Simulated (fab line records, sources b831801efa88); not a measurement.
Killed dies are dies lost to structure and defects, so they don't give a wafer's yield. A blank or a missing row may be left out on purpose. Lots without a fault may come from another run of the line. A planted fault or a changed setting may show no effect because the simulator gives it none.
Which tool did it? | flow gf180mcu | 13 lots, 39 wafers sampled, at 1 step of a route of 602

WHAT THE GAUGES READ, wafer by wafer
GF_M4_RS_MEAS_05: measures by four-point-probe.
lot  | measured     | on            | M4_ALCU_RS (ohm/sq)
L866 | day 22 10:58 | film_metro-02 | 0.0699 0.0690 0.0695
L869 | day 23 06:46 | film_metro-02 | 0.0689 0.0690 0.0691
L870 | day 23 20:04 | film_metro-04 | 0.0695 0.0687 0.0697
L871 | day 24 04:57 | film_metro-02 | 0.0685 0.0677 0.0679
L873 | day 24 17:00 | film_metro-02 | 0.0706 0.0701 0.0697
L874 | day 25 05:17 | film_metro-04 | 0.0691 0.0696 0.0695
L877 | day 26 09:19 | film_metro-04 | 0.0684 0.0684 0.0690
L878 | day 26 10:34 | film_metro-01 | 0.0690 0.0708 0.0702
L879 | day 26 21:41 | film_metro-04 | 0.0695 0.0697 0.0691
L880 | day 27 08:46 | film_metro-02 | 0.0690 0.0695 0.0684
L881 | day 27 16:31 | film_metro-04 | 0.0698 0.0699 0.0695
L883 | day 27 23:55 | film_metro-04 | 0.0689 0.0687 0.0683
L886 | day 29 02:20 | film_metro-01 | 0.0700 0.0698 0.0704

WHICH TOOL RAN EACH LOT (tool, then ch and the chambers of the sampled wafers, then the start)
The record holds no process step before these readings.

WHAT THE TOOLS THEMSELVES READ (means of the sampled wafers that have a number; where no wafer has one, the mark that the record gives instead)
The record holds no such reading with a usual standard deviation.

THE ANSWER, worked out from the rows above alone
Rule: what is usual is taken from the lots themselves. Put in order of their means at a reading, lots are off if they are a third of the lots or fewer, leave a main group of 4 or more, and stand apart from it by a gap of 3 or more times the standard deviation of the main group's means; of several such gaps the widest counts. A main group whose means are all the same, to the digits that the tables above print for the reading, isn't used. A lot without any number at a reading at which 4 lots or more have one is off too. The other lots that the step has rows for count as sound. The gauges are gone through in route order, then the tools' own readings, and for those a lot's mean is taken as printed above. The first step at which some lot is off is used, and at that step the reading that is off furthest; a lot without a number counts as furthest.
No lot is off at any reading shown: from this, nothing can be told.

WHAT THE SIMULATOR HAD PUT IN
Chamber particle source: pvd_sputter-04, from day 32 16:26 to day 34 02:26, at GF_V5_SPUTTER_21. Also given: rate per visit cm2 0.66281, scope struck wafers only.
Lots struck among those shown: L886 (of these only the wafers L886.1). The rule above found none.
